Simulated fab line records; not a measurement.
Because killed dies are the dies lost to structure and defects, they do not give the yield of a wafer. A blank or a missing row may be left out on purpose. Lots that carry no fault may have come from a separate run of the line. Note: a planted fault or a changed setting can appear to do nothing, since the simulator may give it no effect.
Problem report in the 8D (eight disciplines) form, filled by code :: flow sky130 :: the parts of the form that need people (team, actions taken, sign-off) are left out

## 1. THE PROBLEM
Mean of runLengthS at SKY_VT_ADJUST_LVTN_SOFTBAKE_14: 112.30 s across 6 wafers in 2 lots; on wafers with no fault it is 89.20 s (standard deviation 0.29). That is +80 standard deviations from the usual mean.
The step: time 60 s.
The first sign was on wafer L268.3 at day 8 12:25, on lithoTrack-04. The record holds 18 wafers of 6 lots with a number at this step. Rule for "out" (also "out of limits"): further than 4 standard deviations from the usual mean. Any other wafer with a number is counted as sound.

## 2. WHAT IT IS; WHAT IT IS NOT
question: which readings at this step
is: runLengthS
is not: -

question: which lots
is: L268, L274
is not: L283, L285, L286, L287

question: which wafers of those lots
is: all that have a number
is not: -

question: read on which tools
is: lithoTrack-04
is not: lithoTrack-02, lithoTrack-03

question: when
is: from day 8 12:25
is not: up to then (0 sound wafers); but 12 sound wafers of L283, L285, L286, L287 came after

## 3. THE SUSPECTS, EACH WITH WHAT RULES IT OUT
Counting: a tool at a process step up to the reading stays a suspect if it ran every lot that is out and no sound lot after the first of them.
- lithoTrack-04 at SKY_VT_ADJUST_LVTN_SOFTBAKE_14 (time 60 s): ruled out as a lasting fault. The sound lots L283 went through it after L268, its earliest lot that is out (day 8 12:25).
Left after counting: nothing in the record.

## 4. THE CAUSE (what the simulator had put in)
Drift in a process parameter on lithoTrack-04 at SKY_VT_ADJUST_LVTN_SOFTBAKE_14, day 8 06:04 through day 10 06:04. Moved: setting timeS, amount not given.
Counting ruled it out, wrongly.

## 5. THE CHAIN OF EFFECTS, in route order
Rows list readings where the struck wafers' mean (over those with a number) sits beyond 3 standard deviations from the usual. Readings are gone through only where the record gives a usual standard deviation; hours: the median, over the lots, of the time from a lot's start at the first step in this table giving one to that lot's start at this step; sigmas: the change measured in usual standard deviations.
hours: 0
step: SKY_VT_ADJUST_LVTN_SOFTBAKE_14
reading: runLengthS
usual: 89.20 s
on struck wafers: 112.30
change: +23.09
sigmas: +80
Here are the process steps it includes:
- SKY_VT_ADJUST_LVTN_SOFTBAKE_14: time 60 s.
Later steps that measure or inspect, where all struck wafers having a row at the step show a number for every such reading and not one has moved that far: SKY_VT_ADJUST_LVTN_OVL_MEAS_18.

## 6. HOW IT WOULD HAVE BEEN CAUGHT EARLIER
In this record the first reading out of limits was taken at day 8 12:25, 6 hours after the fault began at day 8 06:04.
